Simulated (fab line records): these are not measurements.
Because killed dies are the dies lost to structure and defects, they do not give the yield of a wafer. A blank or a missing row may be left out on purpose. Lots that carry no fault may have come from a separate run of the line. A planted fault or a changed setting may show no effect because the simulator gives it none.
A struck lot beside a sound one | flow sky130 | 16 out of 708 route steps
Sound: these wafers, L580.2, L580.3, L580.6. The struck wafers were L586.2, L586.4, L586.6. The cause is named last.
Per side, at each step with rows, come the tool, then ch with its chambers, and then its first start. Under that, the readings that differ: sound wafers | struck wafers | difference of the means | sigmas: that difference in standard deviations of wafers without a fault.
alike: same words and numbers on both sides, and readings whose means sit less than 2 such deviations apart. not compared: any withheld reading, any reading some wafer has no value for, any bound like >300 that may hide the same value, and any number with overlapping values for which the record gives no deviation.
A row with sigmas, a row that says differs or no value, or rows on one side alone: a step with any of these is where the two part. Non-overlapping numbers with no deviation appear without sigmas and do not part them. Lack of a reading on every wafer of one side parts them only where that side has two or more wafers.

first, 4 steps without rows for these wafers: SKY_FIELD_ISO_WET_ETCH_29 (etches Si3N4 in H3PO4, target depth 160 nm, time 1825 s); SKY_FIELD_ISO_WET_ETCH_30 (etches SiO2 in dHF, target depth 25 nm, time 50 s); SKY_NWELL_CLEAN_00 (cleans in SC1/SC2, time 150 s); SKY_NWELL_OXIDATION_01 (stabilise 600 s, purge 300 s, target thk 10 nm).
SKY_NWELL_THK_MEAS_02:
  sound on film metro-01 at day 4 08:50; struck on film metro-03 at day 5 15:05
  alike: NWELL_OXIDATION_THK
then, 7 steps without rows for these wafers: SKY_DNWELL_DEHYDRATE_00 (time 60 s); SKY_DNWELL_HMDS_01 (prime time 60 s); SKY_DNWELL_COAT_02 (resist thk 3000 nm); SKY_DNWELL_SOFTBAKE_03; SKY_DNWELL_EXPOSE_04 (exposes mask DNM, target cd 3000 nm); SKY_DNWELL_PEB_05; SKY_DNWELL_DEVELOP_06 (develop time 60 s).
SKY_DNWELL_IMPLANT_07:
  sound on implanter-03 ch 0, day 5 01:52; struck on implanter-03 ch 0, day 6 09:10
SKY_DNWELL_STRIP_08: strips in O2/N2.
  sound on plasma asher-03 ch 1, day 5 01:59; struck on plasma asher-01 ch 0,1, day 6 09:17
  alike: drypump motor current A, oes product au, strip time to endpoint s
  not compared: rf hours counter h
SKY_DNWELL_TW_MEAS_09:
  sound on film metro-01 at day 5 02:06; struck on film metro-02 at day 6 09:38
  reading   | sound          | struck         | difference | sigmas
  DNWELL_TW | 1132 1130 1128 | 1191 1189 1195 | +62        | +10
  not compared: hold
-- the record jumps here: 43 days lie between the struck wafers' starts before and after (it left off in module DNWELL and takes up again in module PAD_OPEN, whose first step shown is number 708 of the route) --
SKY_PAD_OPEN_PROBE_99:
  sound on prober-01 at day 47 19:34; struck on prober-01 at day 49 00:41
  reading                                   | sound           | struck            | difference | sigmas
  model.etest.res deep nwell.rs ohm sq      | 2212 2184 2212  | 1898 1903 1902    | -302       |
  model.etest.res deep nwell.line ohm um    | 729.1 751.5 738 | 639.6 641.2 634.3 | -101.2     |
  model.etest.res pwde under gate.rs ohm sq | 6170 6148 6128  | 6232 6263 6286    | +112       |
  alike: killed_at_M0_to_M3, killed_at_M4_up, killed at contacts, killed at front end, killed at other, killed dies, killed on rim, killed open, killed short

== WHERE THEY PART ==
At SKY_DNWELL_TW_MEAS_09 and nowhere else, as far as this record goes. Later steps at which nothing parts them and some readings are alike: SKY_PAD_OPEN_PROBE_99.

WHY: the cause the simulator had injected
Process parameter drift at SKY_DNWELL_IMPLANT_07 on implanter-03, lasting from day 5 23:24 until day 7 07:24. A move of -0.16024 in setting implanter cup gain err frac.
